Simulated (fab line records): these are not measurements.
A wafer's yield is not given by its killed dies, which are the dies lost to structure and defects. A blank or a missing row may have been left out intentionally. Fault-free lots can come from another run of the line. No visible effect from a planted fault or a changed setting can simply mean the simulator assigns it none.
Matching of chambers | flow gf180mcu | 4 sister chambers for GF_CONTACT_CMP_27 on cmp-01
The step polishes, stops on SiO2, t overpolish 15 s, target thk 0 nm. 8 wafers are shown with their chamber, then 7 later ones without.

== WAFERS WITH THEIR CHAMBER ==
wafer  | chamber | motor_current_A (A) | overpolish_run_s (s)
L515.4 | 2       | 13.2                | 14.999
L516.2 | 0       | 10.9                | 15.014
L516.5 | 1       | 10.4                | 14.981
L526.2 | 1       | 10.7                | 15.010
L526.5 | 3       | 10.9                | 14.988
L526.6 | 0       | 11.5                | 15.014
L528.3 | 3       | 11.0                | 14.997
L528.5 | 2       | 13.6                | 15.008

== WAFERS WITH NO CHAMBER GIVEN ==
wafer  | motor_current_A (A) | overpolish_run_s (s)
L528.6 | 11.1                | 15.010
L533.1 | 10.3                | 15.000
L533.3 | 13.4                | 14.994
L533.6 | 10.7                | 15.007
L534.3 | 11.3                | 15.005
L534.5 | 13.2                | 15.008
L534.6 | 10.9                | 14.997

== CHAMBER TAKEN BY EACH ==
wafer  | from the rows above          | in truth
L528.6 | can't be placed: 0 or 3 or 1 | 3
L533.1 | can't be placed: 1 or 3      | 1
L533.3 | 2                            | 2
L533.6 | can't be placed: 1 or 3 or 0 | 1
L534.3 | can't be placed: 0 or 3 or 1 | 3
L534.5 | 2                            | 2
L534.6 | can't be placed: 3 or 1 or 0 | 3
Placed correctly: 2 of 7. Not placeable from these rows: 5 (in 5, the candidates include the true chamber). 0 placed wrongly.
How it was worked out, from the rows above alone: a wafer's distance from a chamber is the root of the sum, over the readings, of the square of ((its reading less the chamber's mean) divided by the reading's scatter). If the next closest chamber is less than 2 further off than the closest, the wafer can't be placed; otherwise it belongs to the closest. A chamber's mean is the mean of its shown wafers. The scatter: take each reading less its chamber's mean, square it, sum over the shown wafers, divide by the number of wafers less the number of chambers, and take the root.
